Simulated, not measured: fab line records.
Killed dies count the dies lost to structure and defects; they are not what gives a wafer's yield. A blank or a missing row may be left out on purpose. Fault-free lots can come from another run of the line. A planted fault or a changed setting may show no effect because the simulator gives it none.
Struck lot and sound lot, side by side ; flow sky130 ; 16 out of 708 route steps
Sound: the wafers L624.3, L624.4, L624.6. Struck: wafer L640.6 (L640.3, L640.5, from the same lot, were not struck and are left out); the cause is given at the end.
Per side, at each step with rows, come the tool, then ch with its chambers, and then its first start. Under that, the readings that differ: sound wafers ; struck wafers ; difference of the means ; sigmas: that difference in standard deviations of wafers without a fault.
alike: same words and numbers on both sides, and readings whose means sit less than 2 such deviations apart. not compared: any withheld reading, any reading some wafer has no value for, any bound like >300 that may hide the same value, and any number with overlapping values for which the record gives no deviation.
A row with sigmas, a row that says differs or no value, or rows on one side alone: a step with any of these is where the two part. Numbers that don't overlap but have no deviation are shown without sigmas and don't part them. A reading missing from all wafers of one side parts the sides only when that side holds two or more wafers.

first, 3 steps without rows for these wafers: SKY_METAL2_EXPOSE_12 (exposes mask MM2, target cd 140 nm); SKY_METAL2_PEB_13; SKY_METAL2_DEVELOP_14 (develop time 60 s).
SKY_METAL2_CD_MEAS_15: target cd 140 nm.
  sound: cd sem-02 at day 37 02:51; struck: cd sem-01 at day 41 16:32
  alike: cd nm
SKY_METAL2_OVL_MEAS_16:
  sound: overlay-02 at day 37 02:56; struck: overlay-02 at day 41 16:38
  alike: METAL2_OVL
SKY_METAL2_DESCUM_17: chemistry O2, time 8 s.
  sound on rie metal-02 ch 0,1, day 37 02:59; struck on rie metal-02 ch 1, day 41 16:40
  alike: drypump motor current A, oes product au, rf fwd power W
  not compared: rf hours counter h
SKY_METAL2_ETCH_18: etches BARC in N2/H2, stops on SiO2, time 45.9 s, target depth 60 nm.
  sound on rie metal-02 ch 0,1, day 37 03:01; struck on rie metal-02 ch 1, day 41 16:46
  alike: drypump motor current A, oes product au, rf fwd power W, throttle valve pct
  not compared: rf hours counter h
SKY_METAL2_METAL_ETCH_19: etches the open film in Cl2/BCl3, stops on SiO2, target depth 360 nm, time 78 s.
  sound on rie metal-02 ch 0,1, day 37 03:05; struck on rie metal-02 ch 1, day 41 16:54
  alike: drypump motor current A, oes product au, rf fwd power W, throttle valve pct
  not compared: rf hours counter h
SKY_METAL2_STRIP_20: strips in O2/N2.
  sound on plasma asher-04 ch 0,1, day 37 03:11; struck on plasma asher-02 ch 1, day 41 17:04
  alike: drypump motor current A, oes product au, strip time to endpoint s
  not compared: rf hours counter h
then, 3 steps without rows for these wafers: SKY_METAL2_STRIP_21 (strips in post etch residue remover, time 1200 s); SKY_METAL2_CLEAN_22 (cleans in IPA, time 180 s); SKY_METAL2_CLEAN_23 (cleans in O3/DIW).
SKY_VIA2_HDPCVD_00: deposits SiO2, target thk 1180 nm, time 196.7 s.
  sound on hdpcvd-02 ch 1,2, day 37 03:48; struck on hdpcvd-01 ch 1, day 41 17:37
reading;sound;struck;difference;sigmas
run length s (s);224.6 225.7 225.0;215.3;-9.8;-16
model.SiO2_of_VIA2_HDPCVD_00.thk nm (nm);1179 1164 1172;1106;-66;
SKY_VIA2_THK_MEAS_01:
  sound: film metro-01 at day 37 03:56; struck: film metro-03 at day 41 17:46
reading;sound;struck;difference;sigmas
VIA2_HDPCVD_THK (nm);1178 1165 1172;1106;-66;-5
SKY_VIA2_CMP_02: polishes SiO2.
  sound on cmp-01 ch 0,2,3, day 37 04:02; struck on cmp-01 ch 3, day 41 17:52
reading;sound;struck;difference;sigmas
slurry flow ml min;149.7 149.7 148.8;150.6;+1.2;+3
  alike: motor current A
SKY_PAD_OPEN_PROBE_99:
  the record has rows for the sound wafers here (prober-02, day 47 05:28) and none for the struck ones

## WHERE THEY PART
Earliest at SKY_VIA2_HDPCVD_00; latest, in this record, at SKY_PAD_OPEN_PROBE_99.

WHY: what had been put in by the simulator
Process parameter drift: hdpcvd-01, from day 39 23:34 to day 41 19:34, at SKY_VIA2_HDPCVD_00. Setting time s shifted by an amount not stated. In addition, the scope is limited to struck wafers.
